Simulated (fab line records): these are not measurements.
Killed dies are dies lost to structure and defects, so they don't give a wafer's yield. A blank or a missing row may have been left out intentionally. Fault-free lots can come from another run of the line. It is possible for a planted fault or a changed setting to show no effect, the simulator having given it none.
A single fault, viewed from 2 desks || flow gf180mcu || only its own numbers are on each desk; what lay behind them is given at the end

## DESK OF THE TOOL OWNER: rie_diel-04
The tool's own readings at GF_SAB_ETCH_11 (etches SiO2 in C4F8/O2/Ar, target depth 55 nm, time 8.5 s): means of the sampled wafers that have a number, for each lot that ran on this tool. Any lot whose mean is over 4 standard deviations away from the usual mean is out of limits and marked OUT; that distance is given in the brackets.
Columns: A = oes_product_au at GF_SAB_ETCH_11, usual 1.001 a.u.
{"lot": "L689", "first seen here": "day 18 17:04", "A": 1.010}
{"lot": "L690", "first seen here": "day 19 01:28", "A": 0.991}
{"lot": "L692", "first seen here": "day 19 12:52", "A": 1.004}
{"lot": "L693", "first seen here": "day 20 05:05", "A": "1.244 (+20) OUT"}
{"lot": "L695", "first seen here": "day 20 23:52", "A": "1.232 (+19) OUT"}
Finding of this desk: L693, L695 out of limits; the first was L693 at day 20 05:05, on oes_product_au at GF_SAB_ETCH_11. L689, L690, L692 stayed within limits.

## METROLOGY DESK
Means of the sampled wafers that have a number, per lot and without regard to the tool the lot ran on: this is what the gauges read. Any lot whose mean is over 4 standard deviations away from the usual mean is out of limits and marked OUT; that distance is given in the brackets.
Columns: A = PSD_OVL at GF_PSD_OVL_MEAS_08, usual -0.4 nm; B = SAB_OVL at GF_SAB_OVL_MEAS_10, usual -0.9 nm; C = SALICIDE_TIN_RS at GF_SALICIDE_RS_MEAS_04, usual 16.15 ohm/sq
{"lot": "L682", "first seen here": "day 15 04:21", "A": 1.7, "B": -2.0, "C": 16.40}
{"lot": "L686", "first seen here": "day 16 07:35", "A": 2.2, "B": -0.7, "C": 16.02}
{"lot": "L687", "first seen here": "day 16 17:32", "A": 0.1, "B": 1.1, "C": 16.75}
{"lot": "L688", "first seen here": "day 16 22:20", "A": 0.4, "B": 1.6, "C": 16.23}
{"lot": "L689", "first seen here": "day 17 16:19", "A": -0.3, "B": 1.0, "C": 15.87}
{"lot": "L690", "first seen here": "day 18 00:52", "A": -0.3, "B": -0.8, "C": 16.60}
{"lot": "L691", "first seen here": "day 18 09:55", "A": -0.5, "B": -1.5, "C": 15.97}
{"lot": "L692", "first seen here": "day 18 11:16", "A": -0.9, "B": -2.7, "C": 16.37}
{"lot": "L693", "first seen here": "day 19 04:31", "A": 1.2, "B": -3.4, "C": 16.27}
{"lot": "L695", "first seen here": "day 19 23:05", "A": -1.3, "B": 0.7, "C": 15.92}
{"lot": "L697", "first seen here": "day 20 09:52", "A": -0.8, "B": -1.8, "C": 16.09}
{"lot": "L701", "first seen here": "day 21 15:35", "A": 1.2, "B": -1.1, "C": 15.92}
{"lot": "L703", "first seen here": "day 22 06:14", "A": -0.4, "B": -1.5, "C": 16.00}
Result from this desk: across the 13 lots, nothing is out of limits.

## TAKEN TOGETHER
On L693, L695, at day 20 05:05, an alarm was possible from the tool owner's desk.
The metrology desk saw nothing out of limits.
The metrology desk holds a record of L693, L695, inside its limits.
Of the lots named, all ran GF_SAB_ETCH_11 on rie_diel-04.

## WHAT HAD BEEN PUT IN BY THE SIMULATOR
rie_diel-04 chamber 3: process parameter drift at GF_SAB_ETCH_11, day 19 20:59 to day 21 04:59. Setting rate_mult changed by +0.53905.
Lots struck among those shown: L693, L695.
How many hours passed from the start of the fault until each desk's first out-of-limits reading: the tool owner's desk, 8.
